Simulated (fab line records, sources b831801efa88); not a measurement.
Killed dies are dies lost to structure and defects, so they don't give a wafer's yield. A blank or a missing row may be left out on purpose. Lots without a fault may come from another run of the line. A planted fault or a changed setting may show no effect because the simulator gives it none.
Which tool did it? | flow sky130 | 14 lots, 42 wafers sampled, at 3 steps of a route of 708

WHAT THE GAUGES READ, wafer by wafer
SKY_VT_ADJUST_LVTN_OVL_MEAS_18. Usual: VT_ADJUST_LVTN_01_OVL 0.5 nm, standard deviation 1.6.
lot  | measured     | on         | VT_ADJUST_LVTN_01_OVL (nm) | flag
L272 | day 7 19:19  | overlay-01 | 0.0 -0.2 1.1               |
L274 | day 8 09:07  | overlay-02 | -1.3 0.5 -0.7              |
L275 | day 8 14:55  | overlay-01 | -0.7 0.4 0.0               |
L276 | day 8 19:34  | overlay-02 | -0.5 -1.6 -0.7             |
L277 | day 9 03:25  | overlay-01 | -0.2 -1.4 -1.3             |
L278 | day 9 13:31  | overlay-01 | 1.7 1.9 0.4                |
L286 | day 11 16:10 | overlay-02 | -0.8 -1.3 0.7              |
L288 | day 12 07:49 | overlay-01 | 1.9 0.8 1.3                |
L289 | day 12 15:28 | overlay-02 | -2.4 -1.9 -2.5             |
L290 | day 12 23:19 | overlay-01 | 3.0 1.3 1.6                |
L292 | day 13 14:13 | overlay-01 | -0.1 1.4 1.5               |
L293 | day 13 19:40 | overlay-02 | 1.5 0.3 0.1                |
L294 | day 14 03:07 | overlay-02 | 1.1 1.5 2.5                |
L295 | day 14 08:52 | overlay-02 | 1.2 0.2 1.0                |

SKY_VT_ADJUST_NCORE_TW_MEAS_11. Usual: VT_ADJUST_NCORE_TW 218.8, standard deviation 1.2.
lot  | measured     | on            | VT_ADJUST_NCORE_TW | flag
L272 | day 8 16:49  | film_metro-02 | 216.6 217.2 217.4  |
L274 | day 9 06:41  | film_metro-02 | 218.2 218.2 218.6  |
L275 | day 9 13:05  | film_metro-02 | 218.3 216.7 219.1  |
L276 | day 9 17:59  | film_metro-03 | 218.2 219.7 218.5  |
L277 | day 10 01:28 | film_metro-02 | 216.7 217.1 216.5  |
L278 | day 10 12:13 | film_metro-03 | 219.0 220.5 220.5  |
L286 | day 12 17:04 | film_metro-03 | 219.6 219.2 220.2  |
L288 | day 13 09:40 | film_metro-02 | 216.6 218.5 217.8  |
L289 | day 13 16:47 | film_metro-04 | 221.0 219.6 220.7  |
L290 | day 14 01:34 | film_metro-04 | 219.3 219.6 219.6  |
L292 | day 14 17:10 | film_metro-04 | 219.3 218.0 219.0  |
L293 | day 14 22:58 | film_metro-03 | 219.4 219.7 218.2  |
L294 | day 15 06:28 | film_metro-03 | 217.5 218.4 217.2  |
L295 | day 15 11:46 | film_metro-02 | 217.0 218.3 217.8  |

SKY_SONOS_TUNNEL_OVL_MEAS_08. Usual: SONOS_TUNNEL_OVL 0.5 nm, standard deviation 1.5.
lot  | measured     | on         | SONOS_TUNNEL_OVL (nm) | flag
L272 | day 11 12:56 | overlay-01 | 1.5 0.9 1.2           |
L274 | day 12 02:17 | overlay-02 | 1.7 1.6 2.2           |
L275 | day 12 10:03 | overlay-02 | -0.6 1.2 -1.1         |
L276 | day 12 15:17 | overlay-01 | -0.9 -0.8 -2.2        |
L277 | day 13 00:20 | overlay-02 | -0.4 -0.3 -0.6        |
L278 | day 13 12:42 | overlay-02 | 1.1 1.2 1.0           |
L286 | day 16 01:07 | overlay-01 | 2.3 1.0 1.2           |
L288 | day 16 20:23 | overlay-01 | -0.7 0.9 0.1          |
L289 | day 17 04:35 | overlay-02 | 0.6 -0.6 -1.1         |
L290 | day 17 14:22 | overlay-02 | 2.5 1.9 4.1           |
L292 | day 18 07:17 | overlay-02 | 2.5 0.4 2.5           |
L293 | day 18 13:41 | overlay-02 | -0.5 -1.7 -0.3        |
L294 | day 18 21:55 | overlay-01 | 1.9 0.8 1.6           |
L295 | day 19 03:56 | overlay-02 | -0.6 -0.1 -1.0        |

WHICH TOOL RAN EACH LOT (tool, then ch and the chambers of the sampled wafers, then the start)
The record holds no process step before these readings.

WHAT THE TOOLS THEMSELVES READ (means of the sampled wafers that have a number; where no wafer has one, the mark that the record gives instead)
The record holds no such reading with a usual standard deviation.

THE ANSWER, worked out from the rows above alone
Rule: a lot is off if the mean of its wafers that have a number lies more than 3 standard deviations from the usual mean. A lot without any number at a reading at which 4 lots or more have one is off too. The other lots that the step has rows for count as sound. The gauges are gone through in route order, then the tools' own readings, and for those a lot's mean is taken as printed above. The first step at which some lot is off is used, and at that step the reading that is off furthest; a lot without a number counts as furthest.
No lot is off at any reading shown: from this, nothing can be told.

WHAT THE SIMULATOR HAD PUT IN
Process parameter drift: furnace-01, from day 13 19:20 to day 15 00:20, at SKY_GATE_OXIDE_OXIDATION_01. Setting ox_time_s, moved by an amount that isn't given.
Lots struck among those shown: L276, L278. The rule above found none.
